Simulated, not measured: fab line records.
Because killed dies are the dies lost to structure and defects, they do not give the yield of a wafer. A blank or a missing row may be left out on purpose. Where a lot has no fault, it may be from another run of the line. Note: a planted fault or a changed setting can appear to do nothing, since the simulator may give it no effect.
Struck lot and sound lot, side by side	flow sky130	19 steps out of a route of 708
Sound: these wafers, L512.1, L512.2, L512.3. Wafers struck: L515.1, L515.2, L515.6. Last of all comes the cause.
For every step that has rows: the tool of each side, followed by ch and its chambers, followed by its first start. Under that, the readings that differ: sound wafers	struck wafers	difference of the means	sigmas: that difference in standard deviations of wafers without a fault.
alike: readings with means less than 2 such deviations apart, plus words and numbers identical on both sides. not compared: withheld readings, readings lacking a value on some wafer, bounds such as >300 that could conceal the same value, and numbers that have no deviation in the record and whose values overlap.
The two part at a step that has a row with sigmas, a row that says differs or no value, or rows on one side only. Non-overlapping numbers with no deviation appear without sigmas and do not part them. A reading that every wafer of one side lacks parts them only if that side has two wafers or more.

first, 4 steps without rows for these wafers: SKY_VT_ADJUST_LVTN_SOFTBAKE_14 (time 60 s); SKY_VT_ADJUST_LVTN_EXPOSE_15 (exposes mask HVN STD DERIVED, target cd 600 nm); SKY_VT_ADJUST_LVTN_PEB_16; SKY_VT_ADJUST_LVTN_DEVELOP_17 (develop time 61.16 s).
SKY_VT_ADJUST_LVTN_OVL_MEAS_18:
  sound: overlay-02 at day 9 14:48; struck: overlay-01 at day 10 02:54
  alike: VT_ADJUST_LVTN_01_OVL
following that, these wafers have no rows for 1 step: SKY_VT_ADJUST_LVTN_IMPLANT_19.
SKY_VT_ADJUST_LVTN_STRIP_20: strips in O2/N2.
  sound on plasma asher-02 ch 0,1, day 9 14:59; struck on plasma asher-03 ch 0,1, day 10 03:05
  alike: drypump motor current A, oes product au, strip time to endpoint s
  not compared: rf hours counter h
SKY_VT_ADJUST_LVTN_TW_MEAS_21:
  sound: film metro-03 at day 9 15:05; struck: film metro-02 at day 10 03:11
  alike: VT_ADJUST_LVTN_2_TW
then, 4 steps without rows for these wafers: SKY_VT_ADJUST_NCORE_DEHYDRATE_00 (time 60 s); SKY_VT_ADJUST_NCORE_HMDS_01 (prime time 60 s); SKY_VT_ADJUST_NCORE_COAT_02 (resist thk 1140 nm); SKY_VT_ADJUST_NCORE_SOFTBAKE_03 (time 60 s).
SKY_VT_ADJUST_NCORE_EXPOSE_04: exposes mask LVTN COMPLEMENT THIN, target cd 380 nm.
  sound on iline stepper-01 ch 0, day 10 02:13; struck on iline stepper-01 ch 0, day 10 14:35
reading	sound	struck	difference	sigmas
model.VT_ADJUST_NCORE.overlay x nm (nm)	-1.327 -1.327 -1.327	-190.8 -190.8 -190.8	-189.5	
  alike: mask
then, 2 steps without rows for these wafers: SKY_VT_ADJUST_NCORE_PEB_05; SKY_VT_ADJUST_NCORE_DEVELOP_06 (develop time 60 s).
SKY_VT_ADJUST_NCORE_CD_MEAS_07: the cd target is 380 nm.
  sound: cd sem-02 at day 10 13:23; struck: cd sem-02 at day 11 01:54
  alike: cd nm
SKY_VT_ADJUST_NCORE_OVL_MEAS_08:
  sound: overlay-02 at day 10 13:31; struck: overlay-01 at day 11 02:01
reading	sound	struck	difference	sigmas
VT_ADJUST_NCORE_OVL (nm)	-2.6 0.4 -1.8	-189.9 -189.9 -190.3	-188.7	-99 or more
following that, these wafers have no rows for 1 step: SKY_VT_ADJUST_NCORE_IMPLANT_09.
-- record jumps: 37 days separate the struck wafers' starts on either side; left off in module VT_ADJUST_NCORE, taken up again in module PAD_OPEN, whose first shown step is the route's number 708 --
SKY_PAD_OPEN_PROBE_99:
  sound: prober-01 at day 47 17:28; struck: prober-01 at day 48 03:16
reading	sound	struck	difference	sigmas
model.etest.sram nfet pass.drive ua um	496.8 503 497.1	546.1 556.2	+52.2	
model.etest.sram pfet latch.drive ua um	142.3 144.8 143.4	156.5 153.4	+11.4	
model.etest.sram nfet pass.off log10 a um	-12.3 -12.62 -12.51	-11.73 -11.53	+0.85	
model.etest.sram pfet latch.off log10 a um	-12.67 -12.67 -12.77	-12.01 -12	+0.70	
model.etest.sram nfet pass.vt sat v (V)	0.5535 0.5665 0.5552	0.4803 0.4639	-0.0863	
model.etest.sram pfet latch.vt sat v (V)	-0.7751 -0.7764 -0.7782	-0.6962 -0.7021	+0.0774	
model.etest.sram nfet pass.vt v (V)	0.6554 0.6636 0.6523	0.6054 0.5868	-0.0610	
model.etest.sram pfet latch.vt v (V)	-0.9096 -0.9043 -0.9048	-0.8538 -0.8555	+0.0516	
  alike: killed_at_M0_to_M3, killed_at_M4_up, killed at contacts, killed at front end, killed at other, killed dies, killed open, killed short

== WHERE THEY PART ==
Within this record, at SKY_VT_ADJUST_NCORE_OVL_MEAS_08 only. Later steps at which nothing parts them and some readings are alike: SKY_PAD_OPEN_PROBE_99.

WHY: what the simulator had put in
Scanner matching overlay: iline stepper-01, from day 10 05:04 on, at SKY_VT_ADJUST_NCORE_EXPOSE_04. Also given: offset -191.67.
